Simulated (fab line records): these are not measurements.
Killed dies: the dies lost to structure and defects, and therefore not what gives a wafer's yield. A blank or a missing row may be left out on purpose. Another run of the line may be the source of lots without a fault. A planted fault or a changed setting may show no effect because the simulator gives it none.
fab line records + flow gf180mcu
[record]
- lots = 12
- wafers = 36
- lastDay = 34
route steps=602 shown STI@16 LVPWELL@64 HV_LDD@182 M1@331
lots untouched by any fault: they come from a run of this same line in which no faults occurred
startH: hours from the record's first day to the start of the lot's first wafer shown + waitH: hours since the lot's step before + " unchanged from the row above + L1.1+2: a row that stands for several wafers + - either no value or no given start + * or withheld: withheld + < > ~ a bound
route shown NAME@n: NAME is a module with steps in the file, n the number in the route of the first one + usual: mean/standard deviation of fault-free wafers + same: alike in all rows + chamber/n: place in a boat + sites: readings site by site + _std_site: the standard deviation of these + _edge_site: inner sites' mean taken away from outer sites' mean + radiusMm: for every site, how far away it sits from the centre of the wafer + mask NAME#n: copy n + behind: tool/chamber where the wafer was last shaped + hold: cause of the lot's hold/its duration in hours/its outcome + device: whichever transistor did not switch (one of n, p or np) + end of line: tests of these same wafers at the route's end + step lacking rows: just its recipe + killed: count of dies lost to structure and defects at first sort (not the wafer's yield) + map: the dies of a wafer, with x for killed, . for not killed, _ for no die there
set.NAME: the setting as run; set.NAME@STEP: as run at that earlier step + model.NAME: the simulator's own value behind a step, which no gauge read
route steps across a sampled set of lots; one table per step, one row per wafer
services: from which hour (startH, from the record's first day; less than 0 if before it) a tool's chamber was out of use, for how many hours, and why
[[steps]]
[step GF_STI_STRIP_15]
[recipe]
- chemistry = O2/N2
- powerW = 1400
- pressureMtorr = 1500
- platenTempC = 250
- o2FlowSccm = 3000
- n2FlowSccm = 300
- overashFraction = 0.5
[usual]
- drypumpMotorCurrentA = 5.9/0.38
- heaterPowerW = 317/32
- oesProductAu = 0.383/0.0048
- stripTimeToEndpointS = 3.71/0.054
| lot.wafer | tool           | chamber | startH | waitH | drypumpMotorCurrentA | heaterPowerW | oesProductAu | rfHoursCounterH | stripTimeToEndpointS |
|-----------|----------------|---------|--------|-------|----------------------|--------------|--------------|-----------------|----------------------|
| L799.2    | plasmaAsher-04 | 1       | 29.98  | 0.0   | 5.7                  | 299          | 0.389        | 36              | 3.76                 |
| L799.4    | "              | 0       | "      | "     | 6.4                  | 268          | 0.385        | -               | 3.69                 |
| L799.6    | "              | 1       | "      | "     | 5.7                  | 314          | 0.380        | -               | 3.72                 |
| L801.1    | plasmaAsher-02 | 0       | 42.16  | 0.0   | 5.5                  | 374          | 0.373        | 40              | 3.67                 |
| L801.3    | "              | 0       | "      | "     | 5.5                  | 375          | 0.388        | -               | 3.81                 |
| L801.5    | "              | 1       | "      | "     | 5.7                  | 328          | 0.387        | -               | 3.79                 |
| L805.2    | plasmaAsher-04 | 0       | 62.46  | 0.0   | 6.4                  | 261          | 0.385        | 39              | 3.85                 |
| L805.3    | "              | 1       | "      | "     | 5.7                  | 300          | 0.380        | -               | 3.66                 |
| L805.4    | "              | 0       | "      | "     | 6.4                  | 265          | 0.385        | -               | 3.78                 |
| L807.3    | plasmaAsher-02 | 1       | 71.69  | 0.1   | 5.7                  | 340          | 0.375        | -               | 3.68                 |
| L807.4    | "              | 0       | "      | "     | 5.5                  | 371          | 0.390        | -               | 3.70                 |
| L807.6    | "              | 1       | "      | "     | 5.7                  | 328          | 0.382        | -               | 3.71                 |
| L808.1    | plasmaAsher-03 | 0       | 77.55  | 0.0   | 5.7                  | 314          | 0.380        | 44              | 3.74                 |
| L808.5    | "              | 0       | "      | "     | 5.7                  | 306          | 0.395        | -               | 3.69                 |
| L808.6    | "              | 1       | "      | "     | 6.5                  | 317          | 0.380        | -               | 3.78                 |
| L809.1    | plasmaAsher-04 | 1       | 82.21  | 0.0   | 5.7                  | 306          | 0.381        | 41              | 3.68                 |
| L809.2    | "              | 0       | "      | "     | 6.4                  | 268          | 0.383        | 41              | 3.68                 |
| L809.4    | "              | 1       | "      | "     | 5.7                  | 318          | 0.383        | -               | 3.78                 |
| L810.2    | plasmaAsher-03 | 1       | 87.43  | 0.0   | 6.5                  | 321          | 0.373        | 45              | 3.67                 |
| L810.3    | "              | 1       | "      | "     | 6.5                  | 315          | 0.384        | -               | 3.69                 |
| L810.4    | "              | 0       | "      | "     | 5.7                  | 309          | 0.375        | -               | 3.68                 |
| L811.1    | plasmaAsher-03 | 0       | 94.93  | 0.0   | 5.7                  | 315          | 0.377        | 45              | 3.67                 |
| L811.2    | "              | 1       | "      | "     | 6.4                  | 312          | 0.394        | 45              | 3.75                 |
| L811.5    | "              | 1       | "      | "     | 6.4                  | 316          | 0.385        | -               | 3.72                 |
| L812.1    | plasmaAsher-04 | 0       | 98.68  | 0.0   | 6.5                  | 255          | 0.390        | 43              | 3.74                 |
| L812.2    | "              | 1       | "      | "     | 5.7                  | 305          | 0.381        | 43              | 3.81                 |
| L812.5    | "              | 0       | "      | "     | 6.5                  | 267          | 0.385        | -               | 3.84                 |
| L818.2    | plasmaAsher-02 | 1       | 129.30 | 0.0   | 5.7                  | 338          | 0.382        | 50              | 3.68                 |
| L818.3    | "              | 0       | "      | "     | 5.5                  | 369          | 0.382        | -               | 3.70                 |
| L818.5    | "              | 0       | "      | "     | 5.5                  | 375          | 0.382        | -               | 3.71                 |
| L820.2    | plasmaAsher-03 | 1       | 139.11 | 0.0   | 6.5                  | 314          | 0.384        | 50              | 3.65                 |
| L820.5    | "              | 1       | "      | "     | 6.4                  | 317          | 0.384        | -               | 3.79                 |
| L820.6    | "              | 0       | "      | "     | 5.7                  | 312          | 0.385        | -               | 3.65                 |
| L821.2    | plasmaAsher-03 | 0       | 144.14 | 0.0   | 5.7                  | 317          | 0.373        | 50              | 3.72                 |
| L821.4    | "              | 1       | "      | "     | 6.4                  | 315          | 0.376        | -               | 3.70                 |
| L821.6    | "              | 0       | "      | "     | 5.7                  | 319          | 0.381        | -               | 3.69                 |
[step GF_LVPWELL_STRIP_10]
[recipe]
- chemistry = O2/N2
- powerW = 1400
- pressureMtorr = 1500
- platenTempC = 250
- o2FlowSccm = 3000
- n2FlowSccm = 300
- overashFraction = 0.5
[usual]
- drypumpMotorCurrentA = 5.7/0.37
- heaterPowerW = 321/22
- oesProductAu = 0.723/0.0048
- stripTimeToEndpointS = 37.00/0.092
| lot.wafer | tool           | chamber | startH | waitH | drypumpMotorCurrentA | heaterPowerW | oesProductAu | rfHoursCounterH | stripTimeToEndpointS |
|-----------|----------------|---------|--------|-------|----------------------|--------------|--------------|-----------------|----------------------|
| L799.2    | plasmaAsher-02 | 0       | 74.48  | 0.1   | 5.5                  | 381          | 0.718        | 44              | 36.98                |
| L799.4    | "              | 1       | "      | "     | 5.7                  | 334          | 0.718        | -               | 37.00                |
| L799.6    | "              | 1       | "      | "     | 5.7                  | 336          | 0.733        | -               | 37.01                |
| L801.1    | plasmaAsher-02 | 0       | 86.72  | 0.1   | 5.5                  | 370          | 0.716        | 45              | 37.10                |
| L801.3    | "              | 0       | "      | "     | 5.5                  | 369          | 0.724        | -               | 37.04                |
| L801.5    | "              | 1       | "      | "     | 5.7                  | 339          | 0.722        | -               | 36.98                |
| L805.2    | plasmaAsher-03 | 0       | 109.22 | 0.1   | 5.7                  | 313          | 0.729        | 47              | 37.16                |
| L805.3    | "              | 0       | "      | "     | 5.7                  | 312          | 0.725        | -               | 36.94                |
| L805.4    | "              | 1       | "      | "     | 6.4                  | 320          | 0.728        | -               | 37.01                |
| L807.3    | plasmaAsher-02 | 0       | 121.40 | 0.1   | 5.5                  | 385          | 0.725        | -               | 36.94                |
| L807.4    | "              | 1       | "      | "     | 5.7                  | 331          | 0.721        | -               | 36.90                |
| L807.6    | "              | 1       | "      | "     | 5.8                  | 329          | 0.722        | -               | 37.02                |
| L808.1    | plasmaAsher-03 | 1       | 125.98 | 0.1   | 6.4                  | 324          | 0.735        | 48              | 37.08                |
| L808.5    | "              | 0       | "      | "     | 5.7                  | 311          | 0.729        | -               | 37.10                |
| L808.6    | "              | 1       | "      | "     | 6.4                  | 320          | 0.724        | -               | 37.14                |
| L809.1    | plasmaAsher-01 | 1       | 131.79 | 0.1   | 5.4                  | 319          | 0.717        | 34              | 37.06                |
| L809.2    | "              | 0       | "      | "     | 5.6                  | 306          | 0.727        | 34              | 37.01                |
| L809.4    | "              | 0       | "      | "     | 5.5                  | 294          | 0.719        | -               | 37.02                |
| L810.2    | plasmaAsher-01 | 1       | 137.33 | 0.1   | 5.3                  | 304          | 0.716        | 35              | 36.81                |
| L810.3    | "              | 1       | "      | "     | 5.3                  | 310          | 0.718        | -               | 36.81                |
| L810.4    | "              | 0       | "      | "     | 5.6                  | 302          | 0.724        | -               | 36.89                |
| L811.1    | plasmaAsher-01 | 1       | 145.44 | 0.1   | 5.3                  | 317          | 0.724        | 36              | 36.99                |
| L811.2    | "              | 0       | "      | "     | 5.5                  | 300          | 0.722        | 36              | 37.13                |
| L811.5    | "              | 1       | "      | "     | 5.4                  | 309          | 0.714        | -               | 37.18                |
| L812.1    | plasmaAsher-01 | 0       | 148.57 | 0.1   | 5.5                  | 306          | 0.721        | 36              | 37.04                |
| L812.2    | "              | 1       | "      | "     | 5.3                  | 315          | 0.723        | 36              | 37.15                |
| L812.5    | "              | 1       | "      | "     | 5.3                  | 316          | 0.727        | -               | 37.09                |
| L818.2    | plasmaAsher-03 | 1       | 180.49 | 0.1   | 6.4                  | 318          | 0.731        | 55              | 37.01                |
| L818.3    | "              | 0       | "      | "     | 5.7                  | 310          | 0.723        | -               | 37.10                |
| L818.5    | "              | 0       | "      | "     | 5.7                  | 315          | 0.732        | -               | 37.03                |
| L820.2    | plasmaAsher-03 | 1       | 191.63 | 0.1   | 6.5                  | 317          | 0.716        | 56              | 37.14                |
| L820.5    | "              | 0       | "      | "     | 5.7                  | 315          | 0.722        | -               | 36.99                |
| L820.6    | "              | 1       | "      | "     | 6.5                  | 314          | 0.725        | -               | 37.00                |
| L821.2    | plasmaAsher-03 | 0       | 197.79 | 0.1   | 5.7                  | 316          | 0.726        | 57              | 36.90                |
| L821.4    | "              | 0       | "      | "     | 5.7                  | 304          | 0.722        | -               | 36.95                |
| L821.6    | "              | 0       | "      | "     | 5.7                  | 313          | 0.724        | -               | 36.92                |
[step GF_HV_LDD_DEVELOP_06]
[recipe]
- developTimeS = 60
- devTempC = 23
| lot.wafer  | tool          | chamber | startH | waitH |
|------------|---------------|---------|--------|-------|
| L799.2+4+6 | lithoTrack-04 | 0       | 233.77 | 0.1   |
| L801.1+3+5 | lithoTrack-02 | 0       | 247.11 | 0.1   |
| L805.2+3+4 | lithoTrack-04 | 0       | 276.67 | 0.1   |
| L808.1+5+6 | lithoTrack-03 | 0       | 290.34 | 0.1   |
| L807.3+4+6 | lithoTrack-02 | 0       | 290.50 | 0.1   |
| L809.1+2+4 | lithoTrack-02 | 0       | 303.00 | 0.1   |
| L810.2+3+4 | lithoTrack-02 | 0       | 303.33 | 0.1   |
| L811.1+2+5 | lithoTrack-03 | 0       | 322.43 | 0.1   |
| L812.1+2+5 | lithoTrack-02 | 0       | 322.60 | 0.1   |
| L818.2+3+5 | lithoTrack-04 | 0       | 356.32 | 0.1   |
| L820.2+5+6 | lithoTrack-04 | 0       | 375.77 | 0.1   |
| L821.2+4+6 | lithoTrack-03 | 0       | 377.36 | 0.1   |
[step GF_HV_LDD_CD_MEAS_07]
[recipe]
- targetCdNm = 400
[usual]
- cdNm = 399.5/2
| lot.wafer | tool     | chamber | startH | waitH | hold                    | cdNm  |
|-----------|----------|---------|--------|-------|-------------------------|-------|
| L799.2    | cdSem-01 | -       | 233.91 | 0.1   | -                       | 402.1 |
| L799.4    | "        | -       | "      | "     | -                       | 402.6 |
| L799.6    | "        | -       | "      | "     | -                       | 403.3 |
| L801.1    | cdSem-02 | -       | 247.26 | 0.1   | -                       | 400.9 |
| L801.3    | "        | -       | "      | "     | -                       | 397.5 |
| L801.5    | "        | -       | "      | "     | -                       | 398.4 |
| L805.2    | cdSem-01 | -       | 276.81 | 0.1   | -                       | 396.3 |
| L805.3    | "        | -       | "      | "     | -                       | 397.4 |
| L805.4    | "        | -       | "      | "     | -                       | 396.3 |
| L808.1    | cdSem-02 | -       | 290.49 | 0.1   | -                       | 397.1 |
| L808.5    | "        | -       | "      | "     | -                       | 395.5 |
| L808.6    | "        | -       | "      | "     | -                       | 397.6 |
| L807.3    | cdSem-02 | -       | 290.65 | 0.1   | -                       | 400.8 |
| L807.4    | "        | -       | "      | "     | -                       | 399.7 |
| L807.6    | "        | -       | "      | "     | -                       | 400.3 |
| L809.1    | cdSem-02 | -       | 303.15 | 0.1   | awaitDispo/0.2h/release | 382.9 |
| L809.2    | "        | -       | "      | "     | awaitDispo/0.2h/release | 379.5 |
| L809.4    | "        | -       | "      | "     | awaitDispo/0.2h/release | 380.2 |
| L809.1    | cdSem-02 | -       | 303.44 | 0.3   | -                       | 382.5 |
| L809.2    | "        | -       | "      | "     | -                       | 380.0 |
| L809.4    | "        | -       | "      | "     | -                       | 380.3 |
| L810.2    | cdSem-01 | -       | 303.47 | 0.1   | awaitDispo/0.2h/release | 378.9 |
| L810.3    | "        | -       | "      | "     | awaitDispo/0.2h/release | 380.6 |
| L810.4    | "        | -       | "      | "     | awaitDispo/0.2h/release | 379.3 |
| L810.2    | cdSem-01 | -       | 303.76 | 0.3   | -                       | 379.0 |
| L810.3    | "        | -       | "      | "     | -                       | 380.6 |
| L810.4    | "        | -       | "      | "     | -                       | 379.1 |
| L811.1    | cdSem-01 | -       | 322.58 | 0.1   | -                       | 400.0 |
| L811.2    | "        | -       | "      | "     | -                       | 401.0 |
| L811.5    | "        | -       | "      | "     | -                       | 399.2 |
| L812.1    | cdSem-02 | -       | 322.75 | 0.1   | awaitDispo/0.2h/release | 386.8 |
| L812.2    | "        | -       | "      | "     | awaitDispo/0.2h/release | 387.5 |
| L812.5    | "        | -       | "      | "     | awaitDispo/0.2h/release | 386.1 |
| L812.1    | cdSem-02 | -       | 323.04 | 0.3   | -                       | 386.6 |
| L812.2    | "        | -       | "      | "     | -                       | 387.8 |
| L812.5    | "        | -       | "      | "     | -                       | 385.8 |
| L818.2    | cdSem-02 | -       | 356.46 | 0.1   | -                       | 404.2 |
| L818.3    | "        | -       | "      | "     | -                       | 401.7 |
| L818.5    | "        | -       | "      | "     | -                       | 401.6 |
| L820.2    | cdSem-01 | -       | 375.91 | 0.1   | -                       | 399.2 |
| L820.5    | "        | -       | "      | "     | -                       | 398.7 |
| L820.6    | "        | -       | "      | "     | -                       | 398.1 |
| L821.2    | cdSem-02 | -       | 377.50 | 0.1   | -                       | 396.6 |
| L821.4    | "        | -       | "      | "     | -                       | 399.7 |
| L821.6    | "        | -       | "      | "     | -                       | 398.8 |
[step GF_M1_METAL_ETCH_16]
[recipe]
- chemistry = Cl2/BCl3
- maskMaterial = KrF
- targetDepthNm = 750.8
- stopOn = SiO2
- pressureMtorr = 8
- icpW = 800
- biasW = 140
- Cl2_flow_sccm = 80
- bcl3FlowSccm = 40
- timeS = 125.1
[usual]
- bcl3FlowSccm = 40.01/0.12
- drypumpMotorCurrentA = 5.9/0.48
- mfcCl2Sccm = 80.00/0.23
- oesProductAu = 0.990/0.006
- throttleValvePct = 28.230/0.0094
[same]
- timeS = 125.1
| lot.wafer | tool        | chamber | startH | waitH | bcl3FlowSccm | drypumpMotorCurrentA | mfcCl2Sccm | oesProductAu | rfHoursCounterH | throttleValvePct |
|-----------|-------------|---------|--------|-------|--------------|----------------------|------------|--------------|-----------------|------------------|
| L799.2    | rieMetal-03 | 0       | 404.55 | 0.0   | 40.12        | 6.2                  | 80.11      | 0.985        | 7               | 28.226           |
| L799.4    | "           | 0       | "      | "     | 40.18        | 6.2                  | 79.97      | 0.986        | -               | 28.241           |
| L799.6    | "           | 1       | "      | "     | 40.03        | 6.0                  | 80.36      | 0.998        | -               | 28.237           |
| L801.1    | rieMetal-04 | 0       | 420.94 | 0.0   | 40.02        | 5.3                  | 79.94      | 0.983        | 6               | 28.245           |
| L801.3    | "           | 1       | "      | "     | 40.01        | 4.9                  | 80.10      | 0.979        | -               | 28.226           |
| L801.5    | "           | 0       | "      | "     | 40.16        | 5.3                  | 79.77      | 0.990        | -               | 28.222           |
| L805.2    | rieMetal-04 | 1       | 458.85 | 0.0   | 40.33        | 4.9                  | 79.91      | 0.996        | 10              | 28.228           |
| L805.3    | "           | 1       | "      | "     | 40.19        | 4.8                  | 80.08      | 0.981        | -               | 28.237           |
| L805.4    | "           | 0       | "      | "     | 40.22        | 5.3                  | 80.09      | 0.988        | -               | 28.228           |
| L808.1    | rieMetal-03 | 0       | 476.78 | 0.0   | 40.28        | 6.1                  | 79.78      | 0.993        | 9               | 28.231           |
| L808.5    | "           | 0       | "      | "     | 40.12        | 6.1                  | 79.88      | 0.983        | -               | 28.220           |
| L808.6    | "           | 0       | "      | "     | 40.11        | 6.1                  | 80.05      | 0.994        | -               | 28.227           |
| L807.3    | rieMetal-02 | 1       | 477.73 | 0.1   | 39.93        | 6.3                  | 80.25      | 0.994        | -               | 28.231           |
| L807.4    | "           | 0       | "      | "     | 39.82        | 6.1                  | 80.25      | 0.989        | -               | 28.227           |
| L807.6    | "           | 1       | "      | "     | 40.20        | 6.2                  | 80.31      | 0.991        | -               | 28.232           |
| L809.1    | rieMetal-04 | 0       | 492.43 | 0.0   | 40.04        | 5.3                  | 79.86      | 0.985        | 7               | 28.216           |
| L809.2    | "           | 1       | "      | "     | 39.85        | 4.9                  | 80.01      | 0.990        | 11              | 28.239           |
| L809.4    | "           | 1       | "      | "     | 40.04        | 4.9                  | 80.43      | 0.983        | -               | 28.231           |
| L810.2    | rieMetal-02 | 0       | 493.48 | 0.1   | 39.98        | 6.0                  | 80.19      | 0.993        | -               | 28.239           |
| L810.3    | "           | 0       | "      | "     | 40.06        | 6.0                  | 80.16      | 0.987        | -               | 28.225           |
| L810.4    | "           | 0       | "      | "     | 39.89        | 6.0                  | 80.56      | 0.997        | -               | 28.225           |
| L811.1    | rieMetal-02 | 0       | 514.80 | 0.0   | 39.85        | 6.0                  | 80.24      | 0.990        | 11              | 28.237           |
| L811.2    | "           | 1       | "      | "     | 39.90        | 6.3                  | 79.58      | 0.984        | 0               | 28.228           |
| L811.5    | "           | 0       | "      | "     | 39.94        | 6.0                  | 79.78      | 0.996        | -               | 28.239           |
| L812.1    | rieMetal-03 | 1       | 516.58 | 0.0   | 39.85        | 6.0                  | 79.76      | 0.997        | 1               | 28.234           |
| L812.2    | "           | 0       | "      | "     | 40.12        | 6.1                  | 79.94      | 0.988        | 10              | 28.227           |
| L812.5    | "           | 1       | "      | "     | 39.69        | 5.9                  | 79.88      | 0.988        | -               | 28.217           |
| L818.2    | rieMetal-02 | 0       | 552.93 | 0.0   | 39.98        | 6.0                  | 79.57      | 0.992        | 12              | 28.220           |
| L818.3    | "           | 1       | "      | "     | 40.04        | 6.3                  | 79.84      | 0.991        | -               | 28.216           |
| L818.5    | "           | 1       | "      | "     | 40.14        | 6.3                  | 79.60      | 0.991        | -               | 28.227           |
| L820.2    | rieMetal-03 | 0       | 569.34 | 0.0   | 40.03        | 6.2                  | 79.66      | 0.979        | 11              | 28.238           |
| L820.5    | "           | 0       | "      | "     | 40.15        | 6.2                  | 79.91      | 0.974        | -               | 28.252           |
| L820.6    | "           | 1       | "      | "     | 40.12        | 6.0                  | 80.33      | 0.990        | -               | 28.241           |
| L821.2    | rieMetal-02 | 0       | 571.64 | 0.0   | 39.96        | 6.0                  | 79.53      | 0.998        | 12              | 28.240           |
| L821.4    | "           | 0       | "      | "     | 40.11        | 6.0                  | 80.06      | 1.000        | -               | 28.225           |
| L821.6    | "           | 1       | "      | "     | 40.05        | 6.3                  | 80.10      | 0.993        | -               | 28.221           |
[[services]]
| tool           | chamber | startH | hours | kind   |
|----------------|---------|--------|-------|--------|
| plasmaAsher-03 | -       | 36.97  | 5.7   | repair |
| rieMetal-02    | 0       | 38.37  | 2.5   | repair |
| rieMetal-02    | 1       | 57.16  | 2.0   | repair |
| plasmaAsher-03 | -       | 92.17  | 2.5   | repair |
| plasmaAsher-03 | -       | 99.88  | 2.8   | pm     |
| plasmaAsher-04 | -       | 108.75 | 9.0   | pm     |
| rieMetal-03    | 0       | 142.26 | 31.8  | repair |
| plasmaAsher-04 | -       | 148.60 | 4.3   | pm     |
| plasmaAsher-02 | -       | 155.32 | 3.0   | repair |
| plasmaAsher-02 | -       | 158.15 | 27.6  | repair |
| rieMetal-02    | 1       | 181.17 | 19.4  | repair |
| plasmaAsher-03 | -       | 239.44 | 0.3   | repair |
| plasmaAsher-02 | -       | 245.34 | 24.6  | pm     |
| plasmaAsher-04 | -       | 253.99 | 1.6   | repair |
| rieMetal-03    | 1       | 274.36 | 3.8   | repair |
| plasmaAsher-03 | -       | 291.13 | 2.4   | repair |
| rieMetal-03    | 0       | 321.95 | 19.0  | repair |
| plasmaAsher-03 | -       | 322.05 | 1.3   | repair |
| plasmaAsher-04 | -       | 335.38 | 20.6  | repair |
| plasmaAsher-02 | -       | 421.25 | 9.0   | pm     |
| plasmaAsher-02 | -       | 426.74 | 2.2   | repair |
| plasmaAsher-03 | -       | 513.05 | 1.2   | repair |
| plasmaAsher-02 | -       | 539.37 | 14.6  | pm     |
| plasmaAsher-03 | -       | 551.71 | 4.0   | repair |
[[key]]
[firstSign]
- step = GF_HV_LDD_CD_MEAS_07
- reading = visit
- direction = added
- through = controlLoop
[effect]
- step = GF_HV_LDD_CD_MEAS_07
- reading = cdNm
- direction = down
- sigmas = 8.3
- usual = 399.5
- struck = 382.4
- through = controlLoop
metAt GF_HV_LDD_DEVELOP_06
struckLots L809,L810,L812
testerLeftOut L809,L810,L812
[loopTrim]
- step = GF_HV_LDD_EXPOSE_04
- setting = dose
- lots = L812
notActingAt GF_STI_STRIP_15,GF_LVPWELL_STRIP_10,GF_M1_METAL_ETCH_16
[fault]
- kind = processParameterDrift
- tool = lithoTrack-02
- chamber = -
- onsetH = 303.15
- steps = GF_HV_LDD_DEVELOP_06
- channel = developTimeS
- offset = *
- shape = step
- endH = 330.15
- actsIn = *
- stated = *
// testerLeftOut: of these lots the tester's yield and bins aren't shown, on N5 and GAA mostly nor the transistor test; their killed dies are dies lost to structure and defects alone, not to doping, threshold or leakage, so they don't give the yield
// loopTrim: a control loop set the setting to another value than it would have without faults
